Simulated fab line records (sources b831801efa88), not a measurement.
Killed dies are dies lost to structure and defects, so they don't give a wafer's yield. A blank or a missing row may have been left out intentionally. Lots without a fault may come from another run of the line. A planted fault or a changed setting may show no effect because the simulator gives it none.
Problem report in the 8D (eight disciplines) form, filled by code / flow sky130 / the parts of the form that need people (team, actions taken, sign-off) are left out

## 1. WHAT WENT WRONG
Mean CONTACT_HDPCVD_THK at SKY_CONTACT_THK_MEAS_03: 1017 nm over 2 wafers in 2 lots; fault-free wafers: 568 nm, standard deviation 5.7. That is +79 standard deviations from the usual mean.
First observed at day 32 15:18: wafer L670.6, on film_metro-02. At this step, 36 wafers from 12 lots have a number in the record. Rule for "out", or "out of limits": more than 4 standard deviations from the usual mean. All remaining wafers that have a number are taken as sound.

## 2. WHAT IT IS, WHAT IT ISN'T
question=which readings at this step | is=CONTACT_HDPCVD_THK | is not=-
question=which lots | is=L670, L672 | is not=L666, L671, L673, L680, L681, L682, L683, L684, L685, L686
question=which wafers of those lots | is=L670.6, L672.5 | is not=L670.3, L670.4, L672.1, L672.6
question=read on which gauges | is=film_metro-01, film_metro-02 | is not=film_metro-04
question=when | is=from day 32 15:18 | is not=up to then (5 sound wafers); but 29 sound wafers of L671, L672, L673, L680, L681, L682, L683, L684, L685, L686 came after

## 3. WHAT RULES OUT EACH SUSPECT
Counting: a tool at a process step up to the reading stays a suspect if it ran every lot that is out. Sound lots after the first of them don't rule it out here, since some wafers of a struck lot are sound.
- the gauge at SKY_CONTACT_THK_MEAS_03 has been ruled out. The wafers that are out were read on 2 gauges (film_metro-01, film_metro-02).
- cmp-01 at SKY_LI_CONTACT_CMP_02 (polishes PSG): kept. It ran every lot that is out, first L670 (day 30 05:44).
- hdpcvd-01 at SKY_CONTACT_HDPCVD_02 (deposits SiO2, target thk 565 nm, time 94.2 s): kept. It ran every lot that is out, first L670 (day 32 15:13).
- In hdpcvd-01 at SKY_CONTACT_HDPCVD_02, the wafers that are out were processed in chamber 1 and their sound lot-mates in chambers 0, 2.
The count leaves hdpcvd-01 at SKY_CONTACT_HDPCVD_02 and cmp-01 at SKY_LI_CONTACT_CMP_02.

## 4. THE CAUSE (what the simulator had put in)
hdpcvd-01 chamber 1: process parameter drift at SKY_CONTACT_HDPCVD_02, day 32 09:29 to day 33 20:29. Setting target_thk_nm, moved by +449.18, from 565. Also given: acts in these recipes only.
2 suspects survive the count, and this tool is in that group.

## 5. THE CHAIN OF EFFECTS, in route order
One row per reading whose mean, taken over the struck wafers that have a number, lies over 3 standard deviations from the usual. Only readings for which the record gives a usual standard deviation are gone through. hours: the time from each lot's start at the first step in this table that gives one to its start at this step, as a median over the lots. sigmas: the change in usual standard deviations.
hours=0; step=SKY_CONTACT_THK_MEAS_03; reading=CONTACT_HDPCVD_THK; usual=568 nm; on struck wafers=1017; change=+449; sigmas=+79
hours=0; step=SKY_CONTACT_CMP_04; reading=time_to_endpoint_s; usual=84 s; on struck wafers=254; change=+170; sigmas=+40
Its process steps:
- SKY_CONTACT_CMP_04: polishes SiO2.

## 6. WHAT WOULD HAVE CAUGHT IT SOONER
6 hours passed between the start of the fault at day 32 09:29 and the first reading out of limits at a measuring or inspecting step in this record, taken at day 32 15:18.
Tool readings at SKY_CONTACT_HDPCVD_02 with a usual standard deviation given in the record: none out on any struck wafer, hence no alarm at a limit of 4 standard deviations on them.
Lots out: 2; of these, L672 started SKY_CONTACT_HDPCVD_02 on hdpcvd-01 after day 32 15:18. Holding the tool at that time would have saved it.
